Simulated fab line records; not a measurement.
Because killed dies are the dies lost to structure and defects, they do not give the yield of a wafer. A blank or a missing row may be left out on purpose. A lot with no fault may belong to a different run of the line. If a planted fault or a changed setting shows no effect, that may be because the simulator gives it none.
fab line records	flow gf180mcu
record lots=13	wafers=39	last_day=34
route steps=602 shown STI@26 VT_IMPLANT@122 HV_LDD@185
lots with no fault: from the same line, run without faults
start_h: hours from the record's first day to the start of the lot's first wafer shown	wait_h: hours since the lot's step before	" the same as in the row above	L1.1+2: several wafers, shown together as one row	- value missing, or start not given	* or withheld: withheld	< > ~ a bound
route shown NAME@n: NAME is a module with steps in the file, n the number in the route of the first one	usual: mean and standard deviation over wafers with no fault	same: alike in all rows	chamber/n: place in a boat	sites: per-site readings	_std_site: how widely they spread, as a standard deviation	_edge_site: the outer-site mean with the inner-site mean subtracted	radius_mm: for every site, how far away it sits from the centre of the wafer	mask NAME#n: copy n	behind: tool/chamber where the wafer was last shaped	hold: why the lot was held/for how many hours/how that ended	device: whichever transistor did not switch (one of n, p or np)	end of line: tests of these same wafers at the route's end	where a step has no rows: the recipe by itself	killed: the dies lost at the first sort to structure and to defects; this is not the yield of the wafer	map: the dies of a wafer, with x for killed, . for not killed, _ for no die there
set.NAME: the run value of the setting; set.NAME@STEP: its run value at that earlier step	model.NAME: the simulator's own value behind a step, which no gauge read
steps of the route over a sample of lots; a table a step, a row a wafer
services: from which hour (start_h, from the record's first day; less than 0 if before it) a tool's chamber was out of use, for how many hours, and why
## steps
# step GF_STI_CMP_25
# recipe stop_on=Si3N4	t_overpolish_s=33	down_force_psi=4	platen_rpm=60	target_thk_nm=524.6	pad_velocity_m_s=0.94248
# usual head_pressure_psi=4.000/0.0087	motor_current_A=12.9/1.7	overpolish_run_s=33.000/0.0091	time_to_endpoint_s=128/4.5
lot.wafer	tool	chamber	start_h	wait_h	head_pressure_psi	motor_current_A	overpolish_run_s	time_to_endpoint_s
L210.4	cmp-01	0	28.36	0.1	3.994	12.0	33.002	130
L210.3	"	2	"	"	4.012	13.1	33.010	133
L210.5	"	0	"	"	4.001	12.0	33.004	130
L211.4	cmp-02	2	35.28	0.1	3.990	12.6	33.011	127
L211.5	"	0	"	"	3.993	15.7	32.996	130
L211.6	"	1	"	"	3.998	13.0	33.008	134
L214.3	cmp-02	3	48.67	0.1	3.999	14.7	33.008	125
L214.4	"	1	"	"	4.007	12.3	32.997	128
L214.6	"	2	"	"	3.999	14.2	32.990	126
L216.3	cmp-01	3	59.06	0.0	4.004	10.8	33.002	126
L216.1	"	1	"	"	4.004	10.4	33.005	132
L216.2	"	2	"	"	3.994	13.8	32.991	124
L217.4	cmp-01	3	64.77	0.1	3.995	11.4	33.003	128
L217.2	"	1	"	"	3.997	10.4	32.995	130
L217.5	"	3	"	"	3.987	10.9	33.004	131
L218.2	cmp-01	2	69.25	0.1	3.994	12.6	33.006	125
L218.1	"	0	"	"	3.993	12.3	33.001	125
L218.5	"	1	"	"	4.008	11.1	32.996	134
L219.2	cmp-02	3	74.10	0.0	4.000	15.4	32.996	123
L219.1	"	1	"	"	3.989	13.4	32.997	130
L219.3	"	2	"	"	4.004	12.8	33.011	126
L221.2	cmp-01	0	86.97	0.0	3.997	12.5	33.006	120
L221.4	"	3	"	"	4.009	11.2	32.972	131
L221.6	"	0	"	"	3.997	12.9	32.999	122
L225.3	cmp-01	3	107.80	0.0	4.013	10.6	33.010	128
L225.4	"	0	"	"	4.004	12.3	32.985	122
L225.5	"	3	"	"	3.990	10.5	33.008	127
L228.2	cmp-02	0	119.40	0.2	3.995	15.4	33.005	137
L228.5	"	1	"	"	4.006	12.1	32.992	132
L228.6	"	2	"	"	4.000	12.8	33.011	134
L229.1	cmp-01	1	125.38	0.1	3.994	10.7	32.986	134
L229.3	"	2	"	"	3.993	13.3	32.999	129
L229.6	"	0	"	"	3.997	11.9	33.011	128
L230.3	cmp-01	1	129.71	0.0	3.991	10.9	33.021	140
L230.2	"	3	"	"	3.992	11.2	33.003	132
L230.6	"	1	"	"	4.013	11.2	32.993	134
L233.4	cmp-01	0	146.04	0.1	3.999	12.7	32.981	125
L233.5	"	3	"	"	3.992	10.4	33.011	126
L233.6	"	0	"	"	3.995	13.0	33.006	121
# step GF_VT_IMPLANT_TW_MEAS_32
# usual VT_IMPLANT_3_TW=268/3.4
lot.wafer	tool	chamber	start_h	wait_h	VT_IMPLANT_3_TW
L210.3	film_metro-04	-	145.00	0.1	264
L210.4	"	-	"	"	264
L210.5	"	-	"	"	264
L211.4	film_metro-03	-	149.09	0.1	272
L211.5	"	-	"	"	274
L211.6	"	-	"	"	271
L214.3	film_metro-03	-	168.90	0.1	271
L214.4	"	-	"	"	274
L214.6	"	-	"	"	274
L216.1	film_metro-03	-	181.57	0.1	273
L216.2	"	-	"	"	272
L216.3	"	-	"	"	272
L217.2	film_metro-04	-	188.57	0.1	264
L217.4	"	-	"	"	264
L217.5	"	-	"	"	264
L218.1	film_metro-04	-	196.28	0.1	264
L218.2	"	-	"	"	264
L218.5	"	-	"	"	265
L219.1	film_metro-02	-	199.02	0.1	273
L219.2	"	-	"	"	272
L219.3	"	-	"	"	272
L221.2	film_metro-03	-	217.89	0.1	270
L221.4	"	-	"	"	270
L221.6	"	-	"	"	269
L225.3	film_metro-02	-	243.35	0.1	270
L225.4	"	-	"	"	268
L225.5	"	-	"	"	267
L228.2	film_metro-03	-	259.14	0.1	271
L228.5	"	-	"	"	272
L228.6	"	-	"	"	271
L229.1	film_metro-03	-	264.43	0.1	270
L229.3	"	-	"	"	273
L229.6	"	-	"	"	271
L230.2	film_metro-03	-	270.17	0.1	271
L230.3	"	-	"	"	271
L230.6	"	-	"	"	271
L233.4	film_metro-02	-	290.94	0.1	270
L233.5	"	-	"	"	270
L233.6	"	-	"	"	270
# step GF_HV_LDD_IMPLANT_09
# recipe species=As	energy_kev=40	dose_cm2=1e+14	tilt_deg=7
# usual dose_ions_cm2=1e+14/1.1e+11	faraday_current_uA=563/11	tilt_deg=6.997/0.023
lot.wafer	tool	chamber	start_h	wait_h	dose_ions_cm2	faraday_current_uA	tilt_deg
L210.3	implanter-03	0	220.78	0.1	9.991e+13	568	6.978
L210.4	"	0	"	"	1.0001e+14	566	7.000
L210.5	"	0	"	"	1.0003e+14	551	6.992
L211.4	implanter-02	0	226.26	0.1	1.0004e+14	570	6.999
L211.5	"	0	"	"	1.0001e+14	571	7.009
L211.6	"	0	"	"	1.0002e+14	559	7.016
L214.3	implanter-02	0	247.30	0.1	9.989e+13	573	7.013
L214.4	"	0	"	"	9.99e+13	562	6.985
L214.6	"	0	"	"	1.0002e+14	563	6.999
L216.1	implanter-02	0	261.76	0.0	7.315e+13	411	7.034
L216.2	"	0	"	"	7.307e+13	417	7.026
L216.3	"	0	"	"	7.314e+13	405	6.970
L217.2	implanter-02	0	269.76	0.0	7.318e+13	411	7.002
L217.4	"	0	"	"	7.286e+13	411	6.974
L217.5	"	0	"	"	7.285e+13	396	6.986
L218.1	implanter-01	0	276.58	0.0	9.998e+13	560	6.995
L218.2	"	0	"	"	9.994e+13	569	7.015
L218.5	"	0	"	"	1.0012e+14	574	7.005
L219.1	implanter-02	0	279.85	0.0	7.279e+13	407	7.021
L219.2	"	0	"	"	7.287e+13	397	7.017
L219.3	"	0	"	"	7.303e+13	405	7.010
L221.2	implanter-01	0	303.06	0.0	1.0005e+14	579	7.016
L221.4	"	0	"	"	1.001e+14	551	7.004
L221.6	"	0	"	"	9.999e+13	553	7.030
L225.3	implanter-03	0	336.46	0.1	9.992e+13	554	6.997
L225.4	"	0	"	"	9.98e+13	563	6.977
L225.5	"	0	"	"	9.997e+13	561	6.973
L228.2	implanter-01	0	351.07	0.0	1.001e+14	553	6.960
L228.5	"	0	"	"	1.0006e+14	584	7.004
L228.6	"	0	"	"	9.999e+13	573	7.000
L229.1	implanter-02	0	356.81	0.0	9.992e+13	557	7.001
L229.3	"	0	"	"	9.988e+13	572	7.007
L229.6	"	0	"	"	9.996e+13	570	6.972
L230.2	implanter-02	0	362.87	0.0	9.994e+13	558	6.980
L230.3	"	0	"	"	9.976e+13	561	6.997
L230.6	"	0	"	"	9.994e+13	564	7.005
L233.4	implanter-02	0	387.80	0.1	9.985e+13	558	6.997
L233.5	"	0	"	"	9.989e+13	558	7.007
L233.6	"	0	"	"	9.991e+13	573	7.027
# step GF_HV_LDD_TW_MEAS_11
# usual HV_LDD_TW=2421/18
lot.wafer	tool	chamber	start_h	wait_h	hold	HV_LDD_TW
L210.3	film_metro-01	-	221.00	0.1	-	2429
L210.4	"	-	"	"	-	2416
L210.5	"	-	"	"	-	2422
L211.4	film_metro-02	-	226.46	0.1	-	2417
L211.5	"	-	"	"	-	2435
L211.6	"	-	"	"	-	2435
L214.3	film_metro-02	-	247.52	0.1	-	2408
L214.4	"	-	"	"	-	2404
L214.6	"	-	"	"	-	2409
L216.1	film_metro-02	-	262.01	0.1	await_dispo/0.2h/release	2212
L216.2	"	-	"	"	await_dispo/0.2h/release	2218
L216.3	"	-	"	"	await_dispo/0.2h/release	2223
L216.1	film_metro-02	-	262.24	0.2	-	2214
L216.2	"	-	"	"	-	2217
L216.3	"	-	"	"	-	2210
L217.2	film_metro-03	-	269.99	0.1	await_dispo/0.2h/release	2239
L217.4	"	-	"	"	await_dispo/0.2h/release	2244
L217.5	"	-	"	"	await_dispo/0.2h/release	2245
L217.2	film_metro-03	-	270.23	0.2	-	2240
L217.4	"	-	"	"	-	2245
L217.5	"	-	"	"	-	2241
L218.1	film_metro-01	-	276.83	0.1	-	2409
L218.2	"	-	"	"	-	2394
L218.5	"	-	"	"	-	2391
L219.1	film_metro-02	-	280.10	0.1	await_dispo/0.2h/release	2221
L219.2	"	-	"	"	await_dispo/0.2h/release	2223
L219.3	"	-	"	"	await_dispo/0.2h/release	2212
L219.1	film_metro-02	-	280.32	0.2	-	2223
L219.2	"	-	"	"	-	2208
L219.3	"	-	"	"	-	2215
L221.2	film_metro-02	-	303.29	0.1	-	2437
L221.4	"	-	"	"	-	2428
L221.6	"	-	"	"	-	2422
L225.3	film_metro-02	-	336.68	0.1	-	2405
L225.4	"	-	"	"	-	2403
L225.5	"	-	"	"	-	2408
L228.2	film_metro-02	-	351.30	0.1	-	2406
L228.5	"	-	"	"	-	2412
L228.6	"	-	"	"	-	2394
L229.1	film_metro-02	-	357.06	0.1	-	2398
L229.3	"	-	"	"	-	2398
L229.6	"	-	"	"	-	2406
L230.2	film_metro-03	-	363.10	0.1	-	2453
L230.3	"	-	"	"	-	2449
L230.6	"	-	"	"	-	2443
L233.4	film_metro-03	-	388.01	0.1	-	2436
L233.5	"	-	"	"	-	2454
L233.6	"	-	"	"	-	2435
# step GF_HV_LDD_THK_MEAS_57
# recipe reads=Si3N4_of_HV_LDD_CVD_56
# usual HV_LDD_CVD_56_THK=90.6/1
lot.wafer	tool	chamber	start_h	wait_h	HV_LDD_CVD_56_THK[nm]
L210.3	film_metro-02	-	280.41	0.0	90.0
L210.4	"	-	"	"	89.5
L210.5	"	-	"	"	89.9
L211.4	film_metro-02	-	286.01	0.0	90.2
L211.5	"	-	"	"	90.1
L211.6	"	-	"	"	90.0
L214.3	film_metro-03	-	310.21	0.0	90.2
L214.4	"	-	"	"	90.0
L214.6	"	-	"	"	91.0
L216.1	film_metro-02	-	325.47	0.0	90.9
L216.2	"	-	"	"	91.0
L216.3	"	-	"	"	90.5
L217.2	film_metro-01	-	333.70	0.0	90.0
L217.4	"	-	"	"	89.6
L217.5	"	-	"	"	89.7
L218.1	film_metro-01	-	341.82	0.0	91.4
L218.2	"	-	"	"	91.0
L218.5	"	-	"	"	91.0
L219.1	film_metro-03	-	346.94	0.0	89.4
L219.2	"	-	"	"	90.0
L219.3	"	-	"	"	90.2
L221.2	film_metro-03	-	369.81	0.0	90.2
L221.4	"	-	"	"	90.5
L221.6	"	-	"	"	90.4
L225.3	film_metro-01	-	406.56	0.0	91.0
L225.4	"	-	"	"	91.0
L225.5	"	-	"	"	91.1
L228.2	film_metro-02	-	421.58	0.0	91.9
L228.5	"	-	"	"	91.8
L228.6	"	-	"	"	91.9
L229.1	film_metro-02	-	427.90	0.0	89.6
L229.3	"	-	"	"	89.9
L229.6	"	-	"	"	90.2
L230.2	film_metro-03	-	436.27	0.0	89.1
L230.3	"	-	"	"	88.7
L230.6	"	-	"	"	88.1
L233.4	film_metro-01	-	464.63	0.0	89.2
L233.5	"	-	"	"	89.0
L233.6	"	-	"	"	88.3
## services
tool	chamber	start_h	hours	kind
implanter-02	-	16.01	6.2	pm
cmp-01	-	24.54	1.9	repair
implanter-02	-	26.21	1.2	repair
cmp-02	-	64.00	4.0	pm
cmp-02	-	84.50	3.6	repair
cmp-02	-	84.55	1.1	repair
implanter-01	-	98.36	11.3	repair
cmp-02	-	102.03	3.0	repair
cmp-01	-	112.30	5.4	pm
cmp-02	-	154.69	1.6	repair
cmp-02	-	184.55	1.8	repair
cmp-01	-	185.09	1.7	repair
cmp-01	-	190.88	1.3	repair
implanter-01	-	191.83	5.2	pm
cmp-01	-	195.09	0.7	repair
implanter-01	-	223.68	7.2	pm
cmp-01	-	232.00	4.0	pm
cmp-02	-	266.46	3.8	pm
cmp-01	-	267.88	3.4	repair
cmp-01	-	293.02	7.4	pm
cmp-02	-	304.41	2.7	repair
cmp-01	-	308.06	0.8	repair
cmp-01	-	309.30	18.6	pm
cmp-02	-	317.48	2.9	repair
## key
first_sign step=GF_HV_LDD_IMPLANT_09	reading=dose_ions_cm2	direction=down	sigmas=99+	usual=1e+14	struck=7.299e+13
effect step=GF_HV_LDD_IMPLANT_09	reading=faraday_current_uA	direction=down	sigmas=14	usual=563	struck=407
effect step=GF_HV_LDD_TW_MEAS_11	reading=visit	direction=added
effect step=GF_HV_LDD_TW_MEAS_11	reading=HV_LDD_TW	direction=down	sigmas=11	usual=2421	struck=2227
met_at GF_HV_LDD_IMPLANT_09
struck_lots L216,L217,L219
tester_left_out L216,L217,L219
not_acting_at GF_STI_CMP_25,GF_VT_IMPLANT_TW_MEAS_32,GF_HV_LDD_THK_MEAS_57
onset_between 247.30 261.76
fault kind=process_parameter_drift	tool=implanter-02	chamber=-	onset_h=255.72	steps=GF_HV_LDD_IMPLANT_09	channel=dose_cm2	offset=-2.7005e+13	shape=step	end_h=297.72	acts_in=these_recipes_only	stated=1e+14
# tester_left_out: of these lots the tester's yield and bins aren't shown, on N5 and GAA mostly nor the transistor test; their killed dies are dies lost to structure and defects alone, not to doping, threshold or leakage, so they don't give the yield
